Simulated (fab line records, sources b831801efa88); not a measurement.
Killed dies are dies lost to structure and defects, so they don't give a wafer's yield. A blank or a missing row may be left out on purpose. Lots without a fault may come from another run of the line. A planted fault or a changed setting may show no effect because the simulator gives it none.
fab line records | flow sky130
record lots=11 wafers=33 last_day=50
route steps=708 shown FIELD_ISO@3 DNWELL@37 PWDE@55 NWELL@68 PAD_OPEN@708
lots that met no fault: from a run of the same line without faults
start_h: hours from the record's first day to the start of the lot's first wafer shown | wait_h: hours since the lot's step before | " the same as in the row above | L1.1+2: a row that stands for several wafers | - no value, or no start given | * or withheld: withheld | < > ~ a bound
route shown NAME@n: a module of which the file shows steps, and the number in the route of the first | usual: mean/standard deviation of fault-free wafers | same: alike in all rows | chamber/n: place in a boat | sites: the reading at each site | _std_site: their standard deviation | _edge_site: outer sites' mean less inner sites' | radius_mm: how far each site lies from the wafer's centre | mask NAME#n: copy n | behind: the tool/chamber that last shaped the wafer | hold: why the lot was held/for how many hours/how that ended | device: the transistor (n, p or np) that didn't switch | end of line: the same wafers' tests at the end of the route | a step without rows: its recipe alone | killed: dies lost to structure and defects at the first sort, not the wafer's yield | map: a wafer's dies, x killed, . not, _ none there
set.NAME: the setting as run; set.NAME@STEP: as run at that earlier step | model.NAME: the simulator's own value behind a step, which no gauge read
steps of the route over a sample of lots; a table a step, a row a wafer
services: from which hour (start_h, from the record's first day; less than 0 if before it) a tool's chamber was out of use, for how many hours, and why
## steps
# step SKY_FIELD_ISO_THK_MEAS_02
# recipe reads=SiO2_of_FIELD_ISO_OXIDATION_01
# usual FIELD_ISO_OXIDATION_00_THK=12.05/0.26
# columns lot.wafer tool chamber start_h wait_h FIELD_ISO_OXIDATION_00_THK[nm]
L178.3 film_metro-04 - 16.67 0.0 11.72
L178.5 " - " " 11.97
L178.6 " - " " 12.11
L181.2 film_metro-04 - 31.98 0.0 12.39
L181.5 " - " " 12.18
L181.6 " - " " 12.30
L183.1 film_metro-04 - 42.13 0.0 11.63
L183.3 " - " " 11.87
L183.5 " - " " 11.83
L190.1 film_metro-02 - 78.59 0.0 12.40
L190.2 " - " " 12.61
L190.6 " - " " 12.42
L191.2 film_metro-01 - 84.74 0.0 11.92
L191.5 " - " " 11.87
L191.6 " - " " 11.91
L192.3 film_metro-01 - 87.67 0.0 12.36
L192.4 " - " " 11.83
L192.6 " - " " 11.92
L193.1 film_metro-01 - 91.63 0.0 12.17
L193.2 " - " " 11.90
L193.4 " - " " 12.34
L197.1 film_metro-02 - 112.09 0.0 11.89
L197.3 " - " " 12.13
L197.6 " - " " 11.95
L198.1 film_metro-04 - 119.02 0.0 11.75
L198.3 " - " " 11.86
L198.5 " - " " 11.77
L199.2 film_metro-02 - 122.05 0.1 11.82
L199.4 " - " " 11.76
L199.6 " - " " 11.75
L200.2 film_metro-01 - 127.83 0.0 12.26
L200.3 " - " " 12.08
L200.6 " - " " 12.32
# step SKY_FIELD_ISO_CD_MEAS_13
# recipe target_cd_nm=150
# usual cd_nm=150.0/1.6
# columns lot.wafer tool chamber start_h wait_h cd_nm
L178.3 cd_sem-02 - 33.87 - 147.4
L178.5 " - " " 149.5
L178.6 " - " " 146.9
L181.2 cd_sem-01 - 50.25 - 148.3
L181.5 " - " " 149.9
L181.6 " - " " 150.5
L183.1 cd_sem-02 - 60.07 - 151.4
L183.3 " - " " 150.3
L183.5 " - " " 152.4
L190.1 cd_sem-02 - 97.53 - 148.2
L190.2 " - " " 149.7
L190.6 " - " " 149.3
L191.2 cd_sem-01 - 107.15 - 151.5
L191.5 " - " " 149.9
L191.6 " - " " 151.8
L192.3 cd_sem-01 - 108.77 - 147.5
L192.4 " - " " 146.7
L192.6 " - " " 147.2
L193.1 cd_sem-02 - 112.28 - 148.3
L193.2 " - " " 148.2
L193.4 " - " " 149.1
L197.1 cd_sem-02 - 132.53 - 150.2
L197.3 " - " " 149.7
L197.6 " - " " 150.3
L198.1 cd_sem-01 - 140.32 - 152.9
L198.3 " - " " 152.4
L198.5 " - " " 152.4
L199.2 cd_sem-01 - 143.25 - 147.2
L199.4 " - " " 147.7
L199.6 " - " " 147.8
L200.2 cd_sem-02 - 148.69 - 152.3
L200.3 " - " " 151.9
L200.6 " - " " 153.5
# step SKY_FIELD_ISO_CMP_27
# recipe stop_on=Si3N4 t_overpolish_s=16 down_force_psi=4 platen_rpm=60 target_thk_nm=457.8 pad_velocity_m_s=0.94248
# usual head_pressure_psi=3.999/0.0085 motor_current_A=12.4/1.1 overpolish_run_s=16.000/0.0092 slurry_flow_ml_min=150.0/0.47 time_to_endpoint_s=113/5.3
# columns lot.wafer tool chamber start_h wait_h head_pressure_psi motor_current_A overpolish_run_s slurry_flow_ml_min time_to_endpoint_s
L178.3 cmp-01 0 39.28 0.1 4.002 13.5 16.007 150.1 114
L178.6 " 3 " " 4.007 12.5 15.995 151.0 114
L178.5 " 0 " " 3.993 12.9 16.005 149.6 117
L181.2 cmp-01 1 55.37 0.1 3.989 11.8 15.997 151.0 119
L181.5 " 3 " " 4.001 12.8 15.977 150.2 118
L181.6 " 0 " " 3.996 13.1 15.981 149.8 113
L183.3 cmp-02 1 63.68 0.1 4.004 13.6 16.002 150.1 112
L183.1 " 2 " " 4.001 12.5 16.008 149.9 107
L183.5 " 1 " " 4.005 13.4 15.994 150.5 111
L190.1 cmp-01 1 101.13 0.1 3.981 11.7 16.002 150.0 116
L190.2 " 2 " " 4.005 13.6 15.999 149.3 114
L190.6 " 0 " " 3.980 12.9 16.014 150.5 115
L191.2 cmp-01 3 110.76 0.1 3.995 12.9 16.001 150.4 114
L191.5 " 1 " " 3.997 11.9 15.998 149.3 118
L191.6 " 2 " " 3.995 13.6 16.022 149.5 114
L192.3 cmp-02 3 112.27 0.0 4.008 10.4 15.981 149.5 111
L192.4 " 0 " " 3.992 11.9 16.005 150.3 107
L192.6 " 0 " " 3.989 12.1 16.012 150.7 110
L193.2 cmp-02 0 117.68 0.0 3.995 12.6 16.006 150.2 113
L193.4 " 2 " " 3.996 11.7 16.008 149.4 104
L193.1 " 3 " " 4.007 10.5 16.001 150.9 114
L197.3 cmp-02 2 141.90 0.1 3.985 11.6 16.001 149.8 102
L197.1 " 3 " " 3.996 10.0 16.005 150.3 115
L197.6 " 1 " " 3.990 13.3 16.012 149.5 111
L198.3 cmp-01 0 147.46 0.1 4.012 12.7 15.998 150.2 120
L198.1 " 1 " " 3.994 12.0 16.004 149.9 123
L198.5 " 0 " " 3.995 13.5 16.011 150.5 116
L199.4 cmp-01 3 149.82 0.1 4.002 12.9 16.013 149.5 115
L199.2 " 0 " " 3.999 13.6 16.007 150.1 111
L199.6 " 1 " " 3.997 11.7 15.985 149.9 118
L200.3 cmp-02 2 153.74 0.0 3.999 12.7 15.997 148.9 106
L200.2 " 3 " " 4.012 10.5 15.991 149.1 117
L200.6 " 2 " " 3.986 12.3 16.010 149.9 103
# step SKY_DNWELL_COAT_02
# recipe spin_rpm=2000 resist_thk_nm=3000
# usual chill_plate_temp_C=23.00/0.11 dispense_pressure_kPa=47.5/2.4 resist_line_temp_C=22.98/0.1
# columns lot.wafer tool chamber start_h wait_h chill_plate_temp_C dispense_pressure_kPa resist_line_temp_C
L178.3 litho_track-04 0 49.32 0.1 23.00 44.4 23.13
L178.5 " 0 " " 22.87 44.4 22.93
L178.6 " 0 " " 23.05 44.4 23.01
L181.2 litho_track-02 0 65.85 0.1 23.18 49.7 22.96
L181.5 " 0 " " 23.00 49.7 22.98
L181.6 " 0 " " 22.96 49.7 23.07
L183.1 litho_track-02 0 74.68 0.1 22.80 49.7 23.04
L183.3 " 0 " " 22.92 49.8 22.95
L183.5 " 0 " " 22.79 49.8 22.99
L190.1 litho_track-03 - 112.67 0.1 - - -
L190.2 " - " " - - -
L190.6 " - " " - - -
L191.2 litho_track-03 - 122.24 0.1 - - -
L191.5 " - " " - - -
L191.6 " - " " - - -
L192.3 litho_track-02 - 125.53 0.1 - - -
L192.4 " - " " - - -
L192.6 " - " " - - -
L193.1 litho_track-02 0 130.88 0.1 23.13 49.7 23.00
L193.2 " 0 " " 23.01 49.7 23.16
L193.4 " 0 " " 23.17 49.7 22.97
L197.1 litho_track-03 0 155.17 0.1 22.93 48.9 23.03
L197.3 " 0 " " 22.96 49.0 22.89
L197.6 " 0 " " 23.09 49.0 23.09
L198.1 litho_track-03 0 159.32 0.1 22.77 48.9 22.90
L198.3 " 0 " " 22.96 48.9 23.04
L198.5 " 0 " " 23.12 49.0 22.97
L199.2 litho_track-04 0 162.55 0.1 23.00 44.5 22.87
L199.4 " 0 " " 23.09 44.4 23.06
L199.6 " 0 " " 22.98 44.5 22.96
L200.2 litho_track-03 0 165.84 0.1 22.96 49.0 22.90
L200.3 " 0 " " 23.04 48.9 23.03
L200.6 " 0 " " 23.02 48.9 22.92
# step SKY_PWDE_TW_MEAS_10
# usual PWDE_TW=369/3.7
# columns lot.wafer tool chamber start_h wait_h PWDE_TW
L178.3 film_metro-02 - 74.24 0.1 369
L178.5 " - " " 368
L178.6 " - " " 369
L181.2 film_metro-03 - 90.13 0.1 368
L181.5 " - " " 366
L181.6 " - " " 365
L183.1 film_metro-02 - 100.26 0.1 366
L183.3 " - " " 368
L183.5 " - " " 367
L190.1 film_metro-03 - 141.87 0.1 1107
L190.2 " - " " 1103
L190.6 " - " " 1106
L191.2 film_metro-04 - 151.38 0.1 1142
L191.5 " - " " 1143
L191.6 " - " " 1135
L192.3 film_metro-02 - 155.89 0.1 1115
L192.4 " - " " 1120
L192.6 " - " " 1106
L193.1 film_metro-02 - 160.52 0.1 368
L193.2 " - " " 366
L193.4 " - " " 366
L197.1 film_metro-02 - 186.51 0.1 370
L197.3 " - " " 371
L197.6 " - " " 369
L198.1 film_metro-03 - 191.31 0.1 366
L198.3 " - " " 364
L198.5 " - " " 366
L199.2 film_metro-03 - 195.12 0.1 367
L199.4 " - " " 367
L199.6 " - " " 366
L200.2 film_metro-02 - 198.33 0.1 369
L200.3 " - " " 370
L200.6 " - " " 368
# step SKY_NWELL_TW_MEAS_15
# usual NWELL_TW=1813/25
# columns lot.wafer tool chamber start_h wait_h NWELL_TW
L178.3 film_metro-03 - 90.78 0.1 1786
L178.5 " - " " 1797
L178.6 " - " " 1785
L181.2 film_metro-02 - 108.98 0.1 1813
L181.5 " - " " 1799
L181.6 " - " " 1797
L183.1 film_metro-02 - 119.16 0.1 1797
L183.3 " - " " 1788
L183.5 " - " " 1791
L190.1 film_metro-03 - 162.26 0.1 1903
L190.2 " - " " 1907
L190.6 " - " " 1907
L191.2 film_metro-03 - 172.67 0.1 1912
L191.5 " - " " 1908
L191.6 " - " " 1909
L192.3 film_metro-03 - 176.53 0.1 1917
L192.4 " - " " 1914
L192.6 " - " " 1916
L193.1 film_metro-04 - 182.06 0.1 1854
L193.2 " - " " 1861
L193.4 " - " " 1843
L197.1 film_metro-04 - 209.56 0.1 1853
L197.3 " - " " 1842
L197.6 " - " " 1853
L198.1 film_metro-04 - 215.18 0.1 1856
L198.3 " - " " 1858
L198.5 " - " " 1847
L199.2 film_metro-04 - 218.62 0.1 1846
L199.4 " - " " 1842
L199.6 " - " " 1839
L200.2 film_metro-04 - 220.32 0.1 1836
L200.3 " - " " 1847
L200.6 " - " " 1842
# step SKY_NWELL_TW_MEAS_26
# usual NWELL_2_TW=494/5.9
# columns lot.wafer tool chamber start_h wait_h NWELL_2_TW
L178.3 film_metro-03 - 109.39 0.1 492
L178.5 " - " " 491
L178.6 " - " " 493
L181.2 film_metro-02 - 127.82 0.1 485
L181.5 " - " " 489
L181.6 " - " " 489
L183.1 film_metro-03 - 138.86 0.1 486
L183.3 " - " " 489
L183.5 " - " " 489
L190.1 film_metro-02 - 183.56 0.1 1125
L190.2 " - " " 1130
L190.6 " - " " 1123
L191.2 film_metro-04 - 194.23 0.1 1166
L191.5 " - " " 1166
L191.6 " - " " 1160
L192.3 film_metro-04 - 198.48 0.1 1160
L192.4 " - " " 1160
L192.6 " - " " 1164
L193.1 film_metro-02 - 204.46 0.1 491
L193.2 " - " " 492
L193.4 " - " " 494
L197.1 film_metro-03 - 231.66 0.1 487
L197.3 " - " " 489
L197.6 " - " " 491
L198.1 film_metro-03 - 237.92 0.1 488
L198.3 " - " " 492
L198.5 " - " " 491
L199.2 film_metro-02 - 241.58 0.1 486
L199.4 " - " " 488
L199.6 " - " " 485
L200.2 film_metro-03 - 243.18 0.1 490
L200.3 " - " " 492
L200.6 " - " " 493
# step SKY_PAD_OPEN_PROBE_99
# usual killed_at_M0_to_M3=43/7.2 killed_at_M4_up=3.5/2 killed_at_contacts=24/5.2 killed_at_front_end=15/4.4 killed_at_other=0.2/0.48 killed_dies=85/9.4 killed_on_rim=16/3.7 killed_open=46/7.3 killed_short=39/6.1
# same gross_dies=492 killed_at_back_side=0
# columns lot.wafer tool chamber start_h wait_h killed_at_M0_to_M3 killed_at_M4_up killed_at_contacts killed_at_front_end killed_at_other killed_dies killed_on_rim killed_open killed_short
L190.1 prober-02 - 1153.69 0.1 38 2 25 427 0 492 96 40 33
L190.2 prober-02 - 1153.74 0.1 48 4 19 420 1 492 96 37 48
L190.6 prober-02 - 1153.94 0.2 51 2 25 414 0 492 96 52 40
L191.2 prober-01 - 1163.24 0.1 39 5 17 430 1 492 96 38 34
L191.5 prober-01 - 1163.39 0.2 45 2 26 419 0 492 96 47 42
L191.6 prober-01 - 1163.44 0.2 58 1 20 413 0 492 96 56 35
L192.3 prober-01 - 1166.68 0.2 36 1 25 429 1 492 96 43 36
L192.4 prober-01 - 1166.73 0.2 31 3 28 430 0 492 96 52 41
L192.6 prober-01 - 1166.83 0.2 37 2 25 428 0 492 96 43 42
# killed by level:class
L190.1 DNWELL:area_expose=419 CONTACT:geometric_particle:open=11 VIA1:geometric_particle:open=11 METAL1:geometric_particle:short=5 CONTACT:geometric_particle:short=5 VIA1:geometric_particle:short=5 LI_CONTACT:geometric_particle:open=4 LOCAL_INTERCONNECT:geometric_particle:short=4
L190.2 DNWELL:area_expose=407 METAL1:geometric_particle:short=13 VIA1:geometric_particle:open=11 LI_CONTACT:geometric_particle:open=7 METAL2:geometric_particle:short=7 VIA1:geometric_particle:short=6 POLY_GATE:geometric_particle:short=5 CONTACT:geometric_particle:open=5
L190.6 DNWELL:area_expose=400 VIA1:geometric_particle:open=10 VIA1:geometric_particle:short=9 CONTACT:geometric_particle:open=8 LI_CONTACT:geometric_particle:open=7 VIA3:geometric_particle:open=7 VIA2:geometric_particle:open=6 FIELD_ISO:geometric_particle:short=4
L191.2 DNWELL:area_expose=420 VIA1:geometric_particle:open=9 CONTACT:geometric_particle:open=7 LOCAL_INTERCONNECT:geometric_particle:short=6 METAL1:geometric_particle:short=5 METAL2:geometric_particle:short=5 VIA2:geometric_particle:open=5 POLY_GATE:geometric_particle:open=4
L191.5 DNWELL:area_expose=403 VIA1:geometric_particle:open=9 LI_CONTACT:geometric_particle:open=8 CONTACT:geometric_particle:open=7 VIA1:geometric_particle:short=7 VIA3:geometric_particle:open=7 POLY_GATE:geometric_particle:open=5 CONTACT:geometric_particle:short=5
L191.6 DNWELL:area_expose=401 VIA1:geometric_particle:open=20 VIA3:geometric_particle:open=9 CONTACT:geometric_particle:open=7 CONTACT:geometric_particle:short=6 VIA2:geometric_particle:open=6 FIELD_ISO:geometric_particle:short=5 METAL1:geometric_particle:short=5
L192.3 DNWELL:area_expose=413 CONTACT:geometric_particle:open=9 VIA1:geometric_particle:open=9 CONTACT:geometric_particle:short=6 POLY_GATE:geometric_particle:short=6 METAL2:geometric_particle:short=6 LOCAL_INTERCONNECT:geometric_particle:open=4 METAL1:geometric_particle:short=4
L192.4 DNWELL:area_expose=399 POLY_GATE:geometric_particle:short=9 FIELD_ISO:geometric_particle:open=8 VIA1:geometric_particle:open=8 CONTACT:geometric_particle:open=8 LOCAL_INTERCONNECT:geometric_particle:short=7 POLY_GATE:geometric_particle:open=6 VIA2:geometric_particle:open=5
L192.6 DNWELL:area_expose=407 VIA2:geometric_particle:open=8 LI_CONTACT:geometric_particle:open=7 VIA1:geometric_particle:short=7 FIELD_ISO:geometric_particle:open=6 CONTACT:geometric_particle:short=6 CONTACT:geometric_particle:open=6 FIELD_ISO:geometric_particle:short=4
## services
# columns tool chamber start_h hours kind
cmp-01 - 20.53 8.9 pm
litho_track-02 - 21.40 - consumable_replace:filter
cmp-01 - 45.43 2.8 repair
cmp-02 - 75.12 4.0 pm
cmp-01 - 79.12 7.1 pm
cmp-02 - 79.12 - consumable_replace:conditioner
cmp-02 - 79.12 - consumable_replace:pad
cmp-01 - 89.01 5.9 repair
cmp-01 - 115.34 0.6 repair
cmp-01 - 148.07 1.3 repair
## key
first_sign step=SKY_DNWELL_COAT_02 reading=tool_record direction=missing
effect step=SKY_PWDE_TW_MEAS_10 reading=PWDE_TW direction=up sigmas=99+ usual=369 struck=1120
effect step=SKY_NWELL_TW_MEAS_15 reading=NWELL_TW direction=up sigmas=3.9 usual=1813 struck=1910
effect step=SKY_NWELL_TW_MEAS_26 reading=NWELL_2_TW direction=up sigmas=99+ usual=494 struck=1150
effect step=SKY_PAD_OPEN_PROBE_99 reading=killed_at_front_end direction=up sigmas=93 usual=15 struck=423
more_kills_born_at SKY_DNWELL_EXPOSE_04@iline_stepper-02=2445 SKY_DNWELL_EXPOSE_04@iline_stepper-01=1224
met_at SKY_DNWELL_COAT_02
struck_lots L190,L191,L192
tester_left_out L190,L191,L192
not_acting_at SKY_FIELD_ISO_THK_MEAS_02,SKY_FIELD_ISO_CD_MEAS_13,SKY_FIELD_ISO_CMP_27
onset_between 74.68 112.67
fault kind=skipped_step_whole tool=litho_track-02,litho_track-03 chamber=- onset_h=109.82 steps=SKY_DNWELL_COAT_02 scope=struck_lots_only
# tester_left_out: of these lots the tester's yield and bins aren't shown, on N5 and GAA mostly nor the transistor test; their killed dies are dies lost to structure and defects alone, not to doping, threshold or leakage, so they don't give the yield
